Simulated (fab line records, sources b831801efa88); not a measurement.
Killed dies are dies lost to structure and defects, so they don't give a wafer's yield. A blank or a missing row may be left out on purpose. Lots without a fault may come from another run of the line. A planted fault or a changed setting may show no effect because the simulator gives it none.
A struck lot beside a sound one | flow sky130 | 15 steps out of a route of 708
Sound: wafers L634.2, L634.3, L634.5. Struck: wafers L645.2, L645.3, L645.4. The cause comes at the end.
At each step with rows: each side's tool, then ch and its chambers, then its first start. Under that, the readings that differ: sound wafers | struck wafers | difference of the means | sigmas: that difference in standard deviations of wafers without a fault.
alike: readings whose means differ by less than 2 such deviations, and words and numbers that are the same on both sides. not compared: withheld readings, readings that some wafer has no value for, bounds like >300 that may hide the same value, and numbers for which the record gives no deviation and whose values overlap.
The two part at a step that has a row with sigmas, a row that says differs or no value, or rows on one side only. Numbers that don't overlap but have no deviation are shown without sigmas and don't part them. A reading that every wafer of one side lacks parts them only if that side has two wafers or more.

first, 4 steps without rows for these wafers: SKY_LDD_N_IMPLANT_12; SKY_LDD_N_IMPLANT_13; SKY_LDD_N_IMPLANT_14; SKY_LDD_N_IMPLANT_15.
SKY_LDD_N_STRIP_16: strips in O2/N2.
  sound on plasma_asher-03 ch 1, day 20 17:54; struck on plasma_asher-03 ch 0,1, day 24 10:41
  alike: drypump_motor_current_A, oes_product_au, strip_time_to_endpoint_s
  not compared: rf_hours_counter_h
SKY_LDD_N_TW_MEAS_17:
  sound on film_metro-03, day 20 18:01; struck on film_metro-03, day 24 10:48
  reading  | sound          | struck         | difference | sigmas
  LDD_N_TW | 2609 2627 2623 | 2588 2574 2579 | -39        | -3
then, 6 steps without rows for these wafers: SKY_LDD_P_DEHYDRATE_00 (time 60 s); SKY_LDD_P_HMDS_01 (prime time 60 s); SKY_LDD_P_COAT_02 (resist thk 1140 nm); SKY_LDD_P_SOFTBAKE_03 (time 60 s); SKY_LDD_P_EXPOSE_04 (exposes mask PSDM, target cd 380 nm); SKY_LDD_P_PEB_05.
SKY_LDD_P_DEVELOP_06: develop time 60 s.
  sound on litho_track-02 ch 0, day 22 00:53; struck on litho_track-04 ch 0, day 25 15:26
  reading              | sound             | struck            | difference | sigmas
  developer_temp_C (C) | 23.09 23.11 22.88 | 25.32 25.30 25.34 | +2.29      | +24
  alike: resist_line_temp_C
SKY_LDD_P_CD_MEAS_07: target cd 380 nm.
  sound on cd_sem-02, day 22 01:04; struck on cd_sem-02, day 25 15:34
  alike: cd_nm
SKY_PAD_OPEN_PROBE_99:
  the record has rows for the sound wafers here (prober-01, day 48 05:38) and none for the struck ones

WHERE THEY PART
First at SKY_LDD_N_TW_MEAS_17; last, within this record, at SKY_PAD_OPEN_PROBE_99.

WHY: what the simulator had put in
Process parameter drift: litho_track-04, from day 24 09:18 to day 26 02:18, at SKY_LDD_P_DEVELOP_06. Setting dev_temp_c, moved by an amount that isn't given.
